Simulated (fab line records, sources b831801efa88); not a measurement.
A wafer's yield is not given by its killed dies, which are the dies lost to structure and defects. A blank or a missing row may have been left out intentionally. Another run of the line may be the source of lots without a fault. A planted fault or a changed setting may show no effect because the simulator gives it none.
Struck lot and sound lot, side by side || flow gf180mcu || 27 out of 602 route steps
Sound: the wafers L190.2, L190.4, L190.5. Wafers struck: L197.1, L197.5, L197.6. The cause comes at the end.
At each step with rows: each side's tool, then ch and its chambers, then its first start. Under that, the readings that differ: sound wafers || struck wafers || difference of the means || sigmas: that difference in standard deviations of wafers without a fault.
alike: readings whose means differ by less than 2 such deviations, and words and numbers that are the same on both sides. not compared: withheld readings, readings that some wafer has no value for, bounds like >300 that may hide the same value, and numbers for which the record gives no deviation and whose values overlap.
Wherever a step has rows on one side only, a row that says differs or no value, or a row with sigmas, the two part there. Numbers that have no deviation but don't overlap get no sigmas and don't part them. A reading missing from all wafers of one side parts the sides only when that side holds two or more wafers.

GF_NWELL_STRIP_10: strips in O2/N2.
  sound on plasma_asher-01 ch 0,1, day 3 12:44; struck on plasma_asher-04 ch 0,1, day 5 04:58
  alike: drypump_motor_current_A, heater_power_w, oes_product_au, strip_time_to_endpoint_s
  not compared: rf_hours_counter_h
GF_NWELL_TW_MEAS_11:
  sound: film_metro-02 at day 3 12:50; struck: film_metro-03 at day 5 05:04
  alike: NWELL_TW
then, 7 steps without rows for these wafers: GF_LVPWELL_DEHYDRATE_00 (time 60 s); GF_LVPWELL_HMDS_01 (prime time 60 s); GF_LVPWELL_COAT_02 (resist thk 3000 nm); GF_LVPWELL_SOFTBAKE_03; GF_LVPWELL_EXPOSE_04 (exposes mask LVPWELL, target cd 600 nm); GF_LVPWELL_PEB_05; GF_LVPWELL_DEVELOP_06 (develop time 60 s).
GF_LVPWELL_OVL_MEAS_07:
  sound: overlay-02 at day 4 01:38; struck: overlay-02 at day 5 18:44
  alike: LVPWELL_OVL
then, 2 steps without rows for these wafers: GF_LVPWELL_IMPLANT_08; GF_LVPWELL_IMPLANT_09.
GF_LVPWELL_STRIP_10: strips in O2/N2.
  sound on plasma_asher-03 ch 0,1, day 4 01:58; struck on plasma_asher-03 ch 0,1, day 5 19:04
{"reading": "oes_product_au (a.u.)", "sound": "0.724 0.720 0.720", "struck": "0.965 0.951 0.959", "difference": "+0.237", "sigmas": "+49"}
{"reading": "strip_time_to_endpoint_s (s)", "sound": "37.00 36.92 36.99", "struck": "- - -", "difference": "no value on the struck wafers", "sigmas": ""}
{"reading": "model.coat_of_LVPWELL_COAT_02.thk_nm (nm)", "sound": "0 0 0", "struck": "691.1 690.7 690.4", "difference": "+690.7", "sigmas": ""}
  alike: drypump_motor_current_A, heater_power_w
  not compared: rf_hours_counter_h
GF_LVPWELL_TW_MEAS_11:
  sound: film_metro-03 at day 4 02:05; struck: film_metro-02 at day 5 19:10
  alike: LVPWELL_TW
then, 7 steps without rows for these wafers: GF_MVSD_DEHYDRATE_00 (time 60 s); GF_MVSD_HMDS_01 (prime time 60 s); GF_MVSD_COAT_02 (resist thk 3000 nm); GF_MVSD_SOFTBAKE_03; GF_MVSD_EXPOSE_04 (exposes mask MVSD, target cd 1000 nm); GF_MVSD_PEB_05; GF_MVSD_DEVELOP_06 (develop time 60 s).
GF_MVSD_OVL_MEAS_07:
  sound: overlay-01 at day 4 15:17; struck: overlay-01 at day 6 09:38
  alike: MVSD_OVL
then, 2 steps without rows for these wafers: GF_MVSD_IMPLANT_08; GF_MVSD_IMPLANT_09.
GF_MVSD_STRIP_10: strips in O2/N2.
  sound on plasma_asher-02 ch 0,1, day 4 15:37; struck on plasma_asher-02 ch 0,1, day 6 09:58
{"reading": "strip_time_to_endpoint_s (s)", "sound": "36.98 36.89 36.97", "struck": "47.11 47.07 47.19", "difference": "+10.18", "sigmas": "+99 or more"}
  alike: drypump_motor_current_A, heater_power_w, oes_product_au
  not compared: rf_hours_counter_h
GF_MVSD_TW_MEAS_11:
  sound: film_metro-01 at day 4 15:44; struck: film_metro-03 at day 6 10:04
{"reading": "MVSD_TW", "sound": "1563 1555 1560", "struck": "1356 1357 1353", "difference": -204, "sigmas": -16}
then, 1 step without rows for these wafers: GF_MVPSD_DEHYDRATE_00 (time 60 s).

## WHERE THEY PART
At GF_LVPWELL_STRIP_10 first; at GF_MVSD_TW_MEAS_11 last (within this record only).

WHY: whatever the simulator had introduced
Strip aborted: plasma_asher-03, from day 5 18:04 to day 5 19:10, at GF_LVPWELL_STRIP_10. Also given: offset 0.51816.
